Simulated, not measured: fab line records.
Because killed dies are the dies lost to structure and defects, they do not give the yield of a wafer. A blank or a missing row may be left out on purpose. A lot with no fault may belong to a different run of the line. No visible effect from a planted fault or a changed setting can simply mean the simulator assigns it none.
fab line records || flow sky130 || part 2 of 2: steps 28 to 36 of 36
record {"lots": 5, "wafers": 15, "last_day": 50}
route steps=708 shown METAL2@504 VIA2@507 METAL3@532 CAPM@537
lots that met no fault: taken from a fault-free run of the same line
start_h: start of the lot's first displayed wafer, in hours after the record's first day || wait_h: time in hours since the lot's previous step || " identical to the entry in the row above || L1.1+2: a row that stands for several wafers || - value missing, or start not given || * or withheld: withheld || < > ~ a bound
route shown NAME@n: NAME is a module with steps in the file, n the number in the route of the first one || usual: mean/standard deviation of fault-free wafers || same: alike in all rows || chamber/n: place in a boat || sites: per-site readings || _std_site: standard deviation across them || _edge_site: inner sites' mean taken away from outer sites' mean || radius_mm: for every site, how far away it sits from the centre of the wafer || mask NAME#n: copy n || behind: the tool/chamber that last shaped the wafer || hold: why the lot was held/for how many hours/how that ended || device: whichever transistor did not switch (one of n, p or np) || end of line: the route-end tests of the same wafers || a step with no rows: only its recipe || killed: the dies lost at the first sort to structure and to defects; this is not the yield of the wafer || map: a wafer's dies, marking killed ones x, the rest . and places with no die _
set.NAME: setting as actually run; set.NAME@STEP: the setting as run at that earlier step || model.NAME: the simulator's own value behind a step, which no gauge read
certain route steps with their lots: each step a table, each wafer a row
services: the hour from which a tool's chamber was out of use, counted from the record's first day as start_h (under 0 if before that day), plus the number of hours and why
## steps
# step SKY_VIA2_CMP_24
# recipe {"stop_on": "SiO2", "t_overpolish_s": 20, "down_force_psi": 3.5, "platen_rpm": 60, "target_thk_nm": 0, "pad_velocity_m_s": 0.94248}
# usual {"motor_current_A": "10.9/0.97", "overpolish_run_s": "19.999/0.0087", "time_to_endpoint_s": "100/4.4"}
{"lot.wafer": "L082.4", "tool": "cmp-01", "chamber": 3, "start_h": 902.64, "wait_h": 0.3, "motor_current_A": 10.0, "overpolish_run_s": 19.991, "time_to_endpoint_s": 98}
{"lot.wafer": "L082.1", "tool": "cmp-01", "chamber": 0, "start_h": 902.64, "wait_h": 0.3, "motor_current_A": 9.7, "overpolish_run_s": 19.998, "time_to_endpoint_s": 106}
{"lot.wafer": "L082.6", "tool": "cmp-01", "chamber": 3, "start_h": 902.64, "wait_h": 0.3, "motor_current_A": 9.6, "overpolish_run_s": 20.007, "time_to_endpoint_s": 102}
{"lot.wafer": "L092.2", "tool": "cmp-02", "chamber": 0, "start_h": 967.88, "wait_h": 0.1, "motor_current_A": 12.3, "overpolish_run_s": 19.999, "time_to_endpoint_s": 104}
{"lot.wafer": "L092.4", "tool": "cmp-02", "chamber": 2, "start_h": 967.88, "wait_h": 0.1, "motor_current_A": 10.9, "overpolish_run_s": 20.004, "time_to_endpoint_s": 98}
{"lot.wafer": "L092.6", "tool": "cmp-02", "chamber": 3, "start_h": 967.88, "wait_h": 0.1, "motor_current_A": 11.4, "overpolish_run_s": 20.014, "time_to_endpoint_s": 106}
{"lot.wafer": "L093.1", "tool": "cmp-02", "chamber": 2, "start_h": 973.82, "wait_h": 0.1, "motor_current_A": 10.9, "overpolish_run_s": 19.986, "time_to_endpoint_s": 98}
{"lot.wafer": "L093.2", "tool": "cmp-02", "chamber": 0, "start_h": 973.82, "wait_h": 0.1, "motor_current_A": 12.4, "overpolish_run_s": 20.010, "time_to_endpoint_s": 96}
{"lot.wafer": "L093.6", "tool": "cmp-02", "chamber": 2, "start_h": 973.82, "wait_h": 0.1, "motor_current_A": 10.4, "overpolish_run_s": 19.988, "time_to_endpoint_s": 94}
{"lot.wafer": "L095.4", "tool": "cmp-01", "chamber": 2, "start_h": 1006.34, "wait_h": 0.1, "motor_current_A": 11.8, "overpolish_run_s": 19.996, "time_to_endpoint_s": 97}
{"lot.wafer": "L095.5", "tool": "cmp-01", "chamber": 0, "start_h": 1006.34, "wait_h": 0.1, "motor_current_A": 10.2, "overpolish_run_s": 20.014, "time_to_endpoint_s": 99}
{"lot.wafer": "L095.6", "tool": "cmp-01", "chamber": 1, "start_h": 1006.34, "wait_h": 0.1, "motor_current_A": 10.7, "overpolish_run_s": 19.989, "time_to_endpoint_s": 107}
{"lot.wafer": "L097.1", "tool": "cmp-01", "chamber": 0, "start_h": 1011.25, "wait_h": 0.1, "motor_current_A": 9.2, "overpolish_run_s": 19.986, "time_to_endpoint_s": 105}
{"lot.wafer": "L097.4", "tool": "cmp-01", "chamber": 1, "start_h": 1011.25, "wait_h": 0.1, "motor_current_A": 11.5, "overpolish_run_s": 19.990, "time_to_endpoint_s": 102}
{"lot.wafer": "L097.5", "tool": "cmp-01", "chamber": 1, "start_h": 1011.25, "wait_h": 0.1, "motor_current_A": 11.0, "overpolish_run_s": 19.988, "time_to_endpoint_s": 103}
# step SKY_METAL3_SPUTTER_00
# recipe {"material": "Ti", "target_thk_nm": 15, "power_w": 3000, "time_s": 10, "chamber_pressure_pa": 0.4}
# usual {"throttle_valve_pct": "29.8/0.67"}
# same {"time_s": 10}
{"lot.wafer": "L082.1", "tool": "pvd_sputter-02", "chamber": "-", "start_h": 902.94, "wait_h": 0.2, "throttle_valve_pct": 29.0}
{"lot.wafer": "L082.4", "tool": "pvd_sputter-02", "chamber": "-", "start_h": 902.94, "wait_h": 0.2, "throttle_valve_pct": 30.7}
{"lot.wafer": "L082.6", "tool": "pvd_sputter-02", "chamber": "-", "start_h": 902.94, "wait_h": 0.2, "throttle_valve_pct": 29.4}
{"lot.wafer": "L092.2", "tool": "pvd_sputter-03", "chamber": "-", "start_h": 968.13, "wait_h": 0.2, "throttle_valve_pct": 30.1}
{"lot.wafer": "L092.4", "tool": "pvd_sputter-03", "chamber": "-", "start_h": 968.13, "wait_h": 0.2, "throttle_valve_pct": 30.3}
{"lot.wafer": "L092.6", "tool": "pvd_sputter-03", "chamber": "-", "start_h": 968.13, "wait_h": 0.2, "throttle_valve_pct": 29.8}
{"lot.wafer": "L093.1", "tool": "pvd_sputter-03", "chamber": "-", "start_h": 974.12, "wait_h": 0.2, "throttle_valve_pct": 30.1}
{"lot.wafer": "L093.2", "tool": "pvd_sputter-03", "chamber": "-", "start_h": 974.12, "wait_h": 0.2, "throttle_valve_pct": 31.0}
{"lot.wafer": "L093.6", "tool": "pvd_sputter-03", "chamber": "-", "start_h": 974.12, "wait_h": 0.2, "throttle_valve_pct": 29.9}
{"lot.wafer": "L095.4", "tool": "pvd_sputter-02", "chamber": "-", "start_h": 1006.54, "wait_h": 0.1, "throttle_valve_pct": 28.9}
{"lot.wafer": "L095.5", "tool": "pvd_sputter-02", "chamber": "-", "start_h": 1006.54, "wait_h": 0.1, "throttle_valve_pct": 29.2}
{"lot.wafer": "L095.6", "tool": "pvd_sputter-02", "chamber": "-", "start_h": 1006.54, "wait_h": 0.1, "throttle_valve_pct": 29.1}
{"lot.wafer": "L097.1", "tool": "pvd_sputter-03", "chamber": "-", "start_h": 1011.55, "wait_h": 0.2, "throttle_valve_pct": 29.2}
{"lot.wafer": "L097.4", "tool": "pvd_sputter-03", "chamber": "-", "start_h": 1011.55, "wait_h": 0.2, "throttle_valve_pct": 30.2}
{"lot.wafer": "L097.5", "tool": "pvd_sputter-03", "chamber": "-", "start_h": 1011.55, "wait_h": 0.2, "throttle_valve_pct": 31.3}
# step SKY_METAL3_SPUTTER_01
# recipe {"material": "TiN", "target_thk_nm": 20, "power_w": 6500, "time_s": 16.7, "chamber_pressure_pa": 0.4}
# usual {"throttle_valve_pct": "29.9/0.7"}
# same {"time_s": 16.7}
{"lot.wafer": "L082.1", "tool": "pvd_sputter-02", "chamber": "-", "start_h": 902.96, "wait_h": 0.0, "throttle_valve_pct": 29.1}
{"lot.wafer": "L082.4", "tool": "pvd_sputter-02", "chamber": "-", "start_h": 902.96, "wait_h": 0.0, "throttle_valve_pct": 30.6}
{"lot.wafer": "L082.6", "tool": "pvd_sputter-02", "chamber": "-", "start_h": 902.96, "wait_h": 0.0, "throttle_valve_pct": 28.9}
{"lot.wafer": "L092.2", "tool": "pvd_sputter-03", "chamber": "-", "start_h": 968.15, "wait_h": 0.0, "throttle_valve_pct": 29.8}
{"lot.wafer": "L092.4", "tool": "pvd_sputter-03", "chamber": "-", "start_h": 968.15, "wait_h": 0.0, "throttle_valve_pct": 29.9}
{"lot.wafer": "L092.6", "tool": "pvd_sputter-03", "chamber": "-", "start_h": 968.15, "wait_h": 0.0, "throttle_valve_pct": 30.0}
{"lot.wafer": "L093.1", "tool": "pvd_sputter-03", "chamber": "-", "start_h": 974.15, "wait_h": 0.0, "throttle_valve_pct": 29.9}
{"lot.wafer": "L093.2", "tool": "pvd_sputter-03", "chamber": "-", "start_h": 974.15, "wait_h": 0.0, "throttle_valve_pct": 31.1}
{"lot.wafer": "L093.6", "tool": "pvd_sputter-03", "chamber": "-", "start_h": 974.15, "wait_h": 0.0, "throttle_valve_pct": 30.0}
{"lot.wafer": "L095.4", "tool": "pvd_sputter-02", "chamber": "-", "start_h": 1006.57, "wait_h": 0.0, "throttle_valve_pct": 29.2}
{"lot.wafer": "L095.5", "tool": "pvd_sputter-02", "chamber": "-", "start_h": 1006.57, "wait_h": 0.0, "throttle_valve_pct": 29.1}
{"lot.wafer": "L095.6", "tool": "pvd_sputter-02", "chamber": "-", "start_h": 1006.57, "wait_h": 0.0, "throttle_valve_pct": 29.0}
{"lot.wafer": "L097.1", "tool": "pvd_sputter-03", "chamber": "-", "start_h": 1011.57, "wait_h": 0.0, "throttle_valve_pct": 29.4}
{"lot.wafer": "L097.4", "tool": "pvd_sputter-03", "chamber": "-", "start_h": 1011.57, "wait_h": 0.0, "throttle_valve_pct": 30.1}
{"lot.wafer": "L097.5", "tool": "pvd_sputter-03", "chamber": "-", "start_h": 1011.57, "wait_h": 0.0, "throttle_valve_pct": 31.1}
# step SKY_METAL3_SPUTTER_02
# recipe {"material": "AlCu", "target_thk_nm": 735, "power_w": 10600, "time_s": 39.1, "chamber_pressure_pa": 0.4}
# usual {"throttle_valve_pct": "29.9/0.68"}
# same {"time_s": 39.1}
{"lot.wafer": "L082.1", "tool": "pvd_sputter-02", "chamber": "-", "start_h": 902.99, "wait_h": 0.0, "throttle_valve_pct": 29.2}
{"lot.wafer": "L082.4", "tool": "pvd_sputter-02", "chamber": "-", "start_h": 902.99, "wait_h": 0.0, "throttle_valve_pct": 30.7}
{"lot.wafer": "L082.6", "tool": "pvd_sputter-02", "chamber": "-", "start_h": 902.99, "wait_h": 0.0, "throttle_valve_pct": 29.0}
{"lot.wafer": "L092.2", "tool": "pvd_sputter-03", "chamber": "-", "start_h": 968.17, "wait_h": 0.0, "throttle_valve_pct": 29.6}
{"lot.wafer": "L092.4", "tool": "pvd_sputter-03", "chamber": "-", "start_h": 968.17, "wait_h": 0.0, "throttle_valve_pct": 30.3}
{"lot.wafer": "L092.6", "tool": "pvd_sputter-03", "chamber": "-", "start_h": 968.17, "wait_h": 0.0, "throttle_valve_pct": 29.9}
{"lot.wafer": "L093.1", "tool": "pvd_sputter-03", "chamber": "-", "start_h": 974.17, "wait_h": 0.0, "throttle_valve_pct": 29.9}
{"lot.wafer": "L093.2", "tool": "pvd_sputter-03", "chamber": "-", "start_h": 974.17, "wait_h": 0.0, "throttle_valve_pct": 31.3}
{"lot.wafer": "L093.6", "tool": "pvd_sputter-03", "chamber": "-", "start_h": 974.17, "wait_h": 0.0, "throttle_valve_pct": 29.9}
{"lot.wafer": "L095.4", "tool": "pvd_sputter-02", "chamber": "-", "start_h": 1006.59, "wait_h": 0.0, "throttle_valve_pct": 29.0}
{"lot.wafer": "L095.5", "tool": "pvd_sputter-02", "chamber": "-", "start_h": 1006.59, "wait_h": 0.0, "throttle_valve_pct": 29.0}
{"lot.wafer": "L095.6", "tool": "pvd_sputter-02", "chamber": "-", "start_h": 1006.59, "wait_h": 0.0, "throttle_valve_pct": 29.3}
{"lot.wafer": "L097.1", "tool": "pvd_sputter-03", "chamber": "-", "start_h": 1011.59, "wait_h": 0.0, "throttle_valve_pct": 29.4}
{"lot.wafer": "L097.4", "tool": "pvd_sputter-03", "chamber": "-", "start_h": 1011.59, "wait_h": 0.0, "throttle_valve_pct": 30.3}
{"lot.wafer": "L097.5", "tool": "pvd_sputter-03", "chamber": "-", "start_h": 1011.59, "wait_h": 0.0, "throttle_valve_pct": 31.3}
# step SKY_METAL3_SPUTTER_03
# recipe {"material": "Ti", "target_thk_nm": 5, "power_w": 3000, "time_s": 3.3, "chamber_pressure_pa": 0.4}
# usual {"throttle_valve_pct": "29.9/0.69"}
# same {"time_s": 3.3}
{"lot.wafer": "L082.1", "tool": "pvd_sputter-02", "chamber": "-", "start_h": 903.03, "wait_h": 0.0, "throttle_valve_pct": 29.1}
{"lot.wafer": "L082.4", "tool": "pvd_sputter-02", "chamber": "-", "start_h": 903.03, "wait_h": 0.0, "throttle_valve_pct": 30.5}
{"lot.wafer": "L082.6", "tool": "pvd_sputter-02", "chamber": "-", "start_h": 903.03, "wait_h": 0.0, "throttle_valve_pct": 29.0}
{"lot.wafer": "L092.2", "tool": "pvd_sputter-03", "chamber": "-", "start_h": 968.21, "wait_h": 0.0, "throttle_valve_pct": 30.2}
{"lot.wafer": "L092.4", "tool": "pvd_sputter-03", "chamber": "-", "start_h": 968.21, "wait_h": 0.0, "throttle_valve_pct": 30.2}
{"lot.wafer": "L092.6", "tool": "pvd_sputter-03", "chamber": "-", "start_h": 968.21, "wait_h": 0.0, "throttle_valve_pct": 30.1}
{"lot.wafer": "L093.1", "tool": "pvd_sputter-03", "chamber": "-", "start_h": 974.21, "wait_h": 0.0, "throttle_valve_pct": 29.9}
{"lot.wafer": "L093.2", "tool": "pvd_sputter-03", "chamber": "-", "start_h": 974.21, "wait_h": 0.0, "throttle_valve_pct": 31.1}
{"lot.wafer": "L093.6", "tool": "pvd_sputter-03", "chamber": "-", "start_h": 974.21, "wait_h": 0.0, "throttle_valve_pct": 29.9}
{"lot.wafer": "L095.4", "tool": "pvd_sputter-02", "chamber": "-", "start_h": 1006.63, "wait_h": 0.0, "throttle_valve_pct": 28.9}
{"lot.wafer": "L095.5", "tool": "pvd_sputter-02", "chamber": "-", "start_h": 1006.63, "wait_h": 0.0, "throttle_valve_pct": 28.7}
{"lot.wafer": "L095.6", "tool": "pvd_sputter-02", "chamber": "-", "start_h": 1006.63, "wait_h": 0.0, "throttle_valve_pct": 29.1}
{"lot.wafer": "L097.1", "tool": "pvd_sputter-03", "chamber": "-", "start_h": 1011.63, "wait_h": 0.0, "throttle_valve_pct": 29.4}
{"lot.wafer": "L097.4", "tool": "pvd_sputter-03", "chamber": "-", "start_h": 1011.63, "wait_h": 0.0, "throttle_valve_pct": 30.2}
{"lot.wafer": "L097.5", "tool": "pvd_sputter-03", "chamber": "-", "start_h": 1011.63, "wait_h": 0.0, "throttle_valve_pct": 31.3}
# step SKY_METAL3_SPUTTER_04
# recipe {"material": "TiN", "target_thk_nm": 70, "power_w": 6500, "time_s": 58.3, "chamber_pressure_pa": 0.4}
# usual {"throttle_valve_pct": "29.9/0.66"}
# same {"time_s": 58.3}
{"lot.wafer": "L082.1", "tool": "pvd_sputter-02", "chamber": "-", "start_h": 903.04, "wait_h": 0.0, "throttle_valve_pct": 29.2}
{"lot.wafer": "L082.4", "tool": "pvd_sputter-02", "chamber": "-", "start_h": 903.04, "wait_h": 0.0, "throttle_valve_pct": 30.5}
{"lot.wafer": "L082.6", "tool": "pvd_sputter-02", "chamber": "-", "start_h": 903.04, "wait_h": 0.0, "throttle_valve_pct": 29.3}
{"lot.wafer": "L092.2", "tool": "pvd_sputter-03", "chamber": "-", "start_h": 968.23, "wait_h": 0.0, "throttle_valve_pct": 29.9}
{"lot.wafer": "L092.4", "tool": "pvd_sputter-03", "chamber": "-", "start_h": 968.23, "wait_h": 0.0, "throttle_valve_pct": 30.2}
{"lot.wafer": "L092.6", "tool": "pvd_sputter-03", "chamber": "-", "start_h": 968.23, "wait_h": 0.0, "throttle_valve_pct": 29.8}
{"lot.wafer": "L093.1", "tool": "pvd_sputter-03", "chamber": "-", "start_h": 974.23, "wait_h": 0.0, "throttle_valve_pct": 29.8}
{"lot.wafer": "L093.2", "tool": "pvd_sputter-03", "chamber": "-", "start_h": 974.23, "wait_h": 0.0, "throttle_valve_pct": 31.3}
{"lot.wafer": "L093.6", "tool": "pvd_sputter-03", "chamber": "-", "start_h": 974.23, "wait_h": 0.0, "throttle_valve_pct": 29.7}
{"lot.wafer": "L095.4", "tool": "pvd_sputter-02", "chamber": "-", "start_h": 1006.65, "wait_h": 0.0, "throttle_valve_pct": 28.9}
{"lot.wafer": "L095.5", "tool": "pvd_sputter-02", "chamber": "-", "start_h": 1006.65, "wait_h": 0.0, "throttle_valve_pct": 29.3}
{"lot.wafer": "L095.6", "tool": "pvd_sputter-02", "chamber": "-", "start_h": 1006.65, "wait_h": 0.0, "throttle_valve_pct": 29.0}
{"lot.wafer": "L097.1", "tool": "pvd_sputter-03", "chamber": "-", "start_h": 1011.65, "wait_h": 0.0, "throttle_valve_pct": 29.6}
{"lot.wafer": "L097.4", "tool": "pvd_sputter-03", "chamber": "-", "start_h": 1011.65, "wait_h": 0.0, "throttle_valve_pct": 30.3}
{"lot.wafer": "L097.5", "tool": "pvd_sputter-03", "chamber": "-", "start_h": 1011.65, "wait_h": 0.0, "throttle_valve_pct": 31.2}
# step SKY_CAPM_CVD_00
# recipe {"material": "SiO2", "target_thk_nm": 15.5, "temp_c": 400, "time_s": "withheld", "rf_w": 450}
# usual {"heater_power_outer_w": "384/68", "heater_power_w": "683/92"}
{"lot.wafer": "L082.1", "tool": "pecvd-02", "chamber": 2, "start_h": 903.09, "wait_h": 0.0, "heater_power_outer_w": 329, "heater_power_w": 623}
{"lot.wafer": "L082.4", "tool": "pecvd-02", "chamber": 2, "start_h": 903.09, "wait_h": 0.0, "heater_power_outer_w": 321, "heater_power_w": 631}
{"lot.wafer": "L082.6", "tool": "pecvd-02", "chamber": 0, "start_h": 903.09, "wait_h": 0.0, "heater_power_outer_w": 306, "heater_power_w": 573}
{"lot.wafer": "L092.2", "tool": "pecvd-03", "chamber": 2, "start_h": 968.28, "wait_h": 0.0, "heater_power_outer_w": 458, "heater_power_w": 796}
{"lot.wafer": "L092.4", "tool": "pecvd-03", "chamber": 2, "start_h": 968.28, "wait_h": 0.0, "heater_power_outer_w": 464, "heater_power_w": 818}
{"lot.wafer": "L092.6", "tool": "pecvd-03", "chamber": 0, "start_h": 968.28, "wait_h": 0.0, "heater_power_outer_w": 467, "heater_power_w": 783}
{"lot.wafer": "L093.1", "tool": "pecvd-02", "chamber": 0, "start_h": 974.28, "wait_h": 0.0, "heater_power_outer_w": 312, "heater_power_w": 599}
{"lot.wafer": "L093.2", "tool": "pecvd-02", "chamber": 1, "start_h": 974.28, "wait_h": 0.0, "heater_power_outer_w": 361, "heater_power_w": 640}
{"lot.wafer": "L093.6", "tool": "pecvd-02", "chamber": 1, "start_h": 974.28, "wait_h": 0.0, "heater_power_outer_w": 351, "heater_power_w": 631}
{"lot.wafer": "L095.4", "tool": "pecvd-02", "chamber": 1, "start_h": 1006.71, "wait_h": 0.0, "heater_power_outer_w": 357, "heater_power_w": 645}
{"lot.wafer": "L095.5", "tool": "pecvd-02", "chamber": 2, "start_h": 1006.71, "wait_h": 0.0, "heater_power_outer_w": 335, "heater_power_w": 644}
{"lot.wafer": "L095.6", "tool": "pecvd-02", "chamber": 0, "start_h": 1006.71, "wait_h": 0.0, "heater_power_outer_w": 311, "heater_power_w": 592}
{"lot.wafer": "L097.1", "tool": "pecvd-01", "chamber": 1, "start_h": 1011.70, "wait_h": 0.0, "heater_power_outer_w": 398, "heater_power_w": 675}
{"lot.wafer": "L097.4", "tool": "pecvd-01", "chamber": 1, "start_h": 1011.70, "wait_h": 0.0, "heater_power_outer_w": 393, "heater_power_w": 706}
{"lot.wafer": "L097.5", "tool": "pecvd-01", "chamber": 2, "start_h": 1011.70, "wait_h": 0.0, "heater_power_outer_w": 381, "heater_power_w": 708}
# step SKY_CAPM_THK_MEAS_01
# recipe {"reads": "SiO2_of_CAPM_CVD_00"}
# usual {"CAPM_CVD_00_THK": "15.46/0.22"}
{"lot.wafer": "L082.1", "tool": "film_metro-04", "chamber": "-", "start_h": 903.11, "wait_h": "-", "CAPM_CVD_00_THK[nm]": 15.28}
{"lot.wafer": "L082.4", "tool": "film_metro-04", "chamber": "-", "start_h": 903.11, "wait_h": "-", "CAPM_CVD_00_THK[nm]": 15.37}
{"lot.wafer": "L082.6", "tool": "film_metro-04", "chamber": "-", "start_h": 903.11, "wait_h": "-", "CAPM_CVD_00_THK[nm]": 15.32}
{"lot.wafer": "L092.2", "tool": "film_metro-04", "chamber": "-", "start_h": 968.31, "wait_h": "-", "CAPM_CVD_00_THK[nm]": 15.36}
{"lot.wafer": "L092.4", "tool": "film_metro-04", "chamber": "-", "start_h": 968.31, "wait_h": "-", "CAPM_CVD_00_THK[nm]": 15.69}
{"lot.wafer": "L092.6", "tool": "film_metro-04", "chamber": "-", "start_h": 968.31, "wait_h": "-", "CAPM_CVD_00_THK[nm]": 15.48}
{"lot.wafer": "L093.1", "tool": "film_metro-02", "chamber": "-", "start_h": 974.30, "wait_h": "-", "CAPM_CVD_00_THK[nm]": 15.69}
{"lot.wafer": "L093.2", "tool": "film_metro-02", "chamber": "-", "start_h": 974.30, "wait_h": "-", "CAPM_CVD_00_THK[nm]": 15.60}
{"lot.wafer": "L093.6", "tool": "film_metro-02", "chamber": "-", "start_h": 974.30, "wait_h": "-", "CAPM_CVD_00_THK[nm]": 15.78}
{"lot.wafer": "L095.4", "tool": "film_metro-02", "chamber": "-", "start_h": 1006.75, "wait_h": "-", "CAPM_CVD_00_THK[nm]": 15.48}
{"lot.wafer": "L095.5", "tool": "film_metro-02", "chamber": "-", "start_h": 1006.75, "wait_h": "-", "CAPM_CVD_00_THK[nm]": 15.64}
{"lot.wafer": "L095.6", "tool": "film_metro-02", "chamber": "-", "start_h": 1006.75, "wait_h": "-", "CAPM_CVD_00_THK[nm]": 15.59}
{"lot.wafer": "L097.1", "tool": "film_metro-04", "chamber": "-", "start_h": 1011.72, "wait_h": "-", "CAPM_CVD_00_THK[nm]": 15.28}
{"lot.wafer": "L097.4", "tool": "film_metro-04", "chamber": "-", "start_h": 1011.72, "wait_h": "-", "CAPM_CVD_00_THK[nm]": 15.87}
{"lot.wafer": "L097.5", "tool": "film_metro-04", "chamber": "-", "start_h": 1011.72, "wait_h": "-", "CAPM_CVD_00_THK[nm]": 15.49}
# step SKY_CAPM_SPUTTER_02
# recipe {"material": "TiN", "target_thk_nm": 200, "temp_c": 300, "power_w": 6500, "time_s": 166.7, "chamber_pressure_pa": 0.4}
# usual {"throttle_valve_pct": "29.9/0.52"}
# same {"time_s": 166.7}
{"lot.wafer": "L082.1", "tool": "pvd_sputter-04", "chamber": "-", "start_h": 903.17, "wait_h": 0.1, "throttle_valve_pct": 29.8}
{"lot.wafer": "L082.4", "tool": "pvd_sputter-04", "chamber": "-", "start_h": 903.17, "wait_h": 0.1, "throttle_valve_pct": 29.8}
{"lot.wafer": "L082.6", "tool": "pvd_sputter-04", "chamber": "-", "start_h": 903.17, "wait_h": 0.1, "throttle_valve_pct": 30.4}
{"lot.wafer": "L092.2", "tool": "pvd_sputter-04", "chamber": "-", "start_h": 968.36, "wait_h": 0.0, "throttle_valve_pct": 30.7}
{"lot.wafer": "L092.4", "tool": "pvd_sputter-04", "chamber": "-", "start_h": 968.36, "wait_h": 0.0, "throttle_valve_pct": 29.8}
{"lot.wafer": "L092.6", "tool": "pvd_sputter-04", "chamber": "-", "start_h": 968.36, "wait_h": 0.0, "throttle_valve_pct": 29.9}
{"lot.wafer": "L093.1", "tool": "pvd_sputter-01", "chamber": "-", "start_h": 974.36, "wait_h": 0.1, "throttle_valve_pct": 29.7}
{"lot.wafer": "L093.2", "tool": "pvd_sputter-01", "chamber": "-", "start_h": 974.36, "wait_h": 0.1, "throttle_valve_pct": 28.9}
{"lot.wafer": "L093.6", "tool": "pvd_sputter-01", "chamber": "-", "start_h": 974.36, "wait_h": 0.1, "throttle_valve_pct": 29.9}
{"lot.wafer": "L095.4", "tool": "pvd_sputter-03", "chamber": "-", "start_h": 1006.78, "wait_h": 0.0, "throttle_valve_pct": 30.0}
{"lot.wafer": "L095.5", "tool": "pvd_sputter-03", "chamber": "-", "start_h": 1006.78, "wait_h": 0.0, "throttle_valve_pct": 29.6}
{"lot.wafer": "L095.6", "tool": "pvd_sputter-03", "chamber": "-", "start_h": 1006.78, "wait_h": 0.0, "throttle_valve_pct": 31.4}
{"lot.wafer": "L097.1", "tool": "pvd_sputter-01", "chamber": "-", "start_h": 1011.78, "wait_h": 0.1, "throttle_valve_pct": 29.7}
{"lot.wafer": "L097.4", "tool": "pvd_sputter-01", "chamber": "-", "start_h": 1011.78, "wait_h": 0.1, "throttle_valve_pct": 29.9}
{"lot.wafer": "L097.5", "tool": "pvd_sputter-01", "chamber": "-", "start_h": 1011.78, "wait_h": 0.1, "throttle_valve_pct": 30.1}
## services
{"tool": "rie_diel-02", "chamber": 1, "start_h": 852.92, "hours": 15.3, "kind": "repair"}
{"tool": "cmp-01", "chamber": "-", "start_h": 858.16, "hours": 1.7, "kind": "repair"}
{"tool": "cmp-01", "chamber": "-", "start_h": 865.34, "hours": 2.3, "kind": "pm"}
{"tool": "pvd_sputter-01", "chamber": "-", "start_h": 871.75, "hours": 0.5, "kind": "repair"}
{"tool": "pvd_sputter-03", "chamber": "-", "start_h": 887.45, "hours": 2.3, "kind": "repair"}
{"tool": "cmp-02", "chamber": "-", "start_h": 893.34, "hours": 0.5, "kind": "repair"}
{"tool": "cmp-02", "chamber": "-", "start_h": 900.93, "hours": 1.7, "kind": "repair"}
{"tool": "pvd_sputter-02", "chamber": "-", "start_h": 904.63, "hours": 8.7, "kind": "repair"}
{"tool": "plasma_asher-04", "chamber": "-", "start_h": 908.12, "hours": 2.8, "kind": "pm"}
{"tool": "cmp-02", "chamber": "-", "start_h": 912.00, "hours": 4.0, "kind": "pm"}
{"tool": "krf_scanner-01", "chamber": "-", "start_h": 912.53, "hours": 1.3, "kind": "pm"}
{"tool": "krf_scanner-01", "chamber": "-", "start_h": 915.13, "hours": 1.0, "kind": "pm"}
{"tool": "cmp-02", "chamber": "-", "start_h": 916.00, "hours": 7.4, "kind": "pm"}
{"tool": "wet_bench-04", "chamber": "-", "start_h": 924.16, "hours": 0.9, "kind": "repair"}
{"tool": "cmp-01", "chamber": "-", "start_h": 927.79, "hours": 3.9, "kind": "repair"}
{"tool": "cmp-01", "chamber": "-", "start_h": 930.71, "hours": 2.6, "kind": "repair"}
{"tool": "cvd_w-02", "chamber": "-", "start_h": 935.85, "hours": 2.8, "kind": "pm"}
{"tool": "rie_diel-02", "chamber": 1, "start_h": 942.26, "hours": 4.1, "kind": "repair"}
{"tool": "rie_diel-04", "chamber": 1, "start_h": 949.37, "hours": 11.5, "kind": "repair"}
{"tool": "krf_scanner-01", "chamber": "-", "start_h": 962.71, "hours": 4.0, "kind": "pm"}
{"tool": "rie_diel-02", "chamber": 0, "start_h": 981.83, "hours": 18.1, "kind": "repair"}
{"tool": "krf_scanner-01", "chamber": "-", "start_h": 983.45, "hours": 0.8, "kind": "pm"}
{"tool": "rie_diel-02", "chamber": "-", "start_h": 992.20, "hours": 0.8, "kind": "repair"}
{"tool": "wet_bench-03", "chamber": "-", "start_h": 999.42, "hours": 1.9, "kind": "pm"}
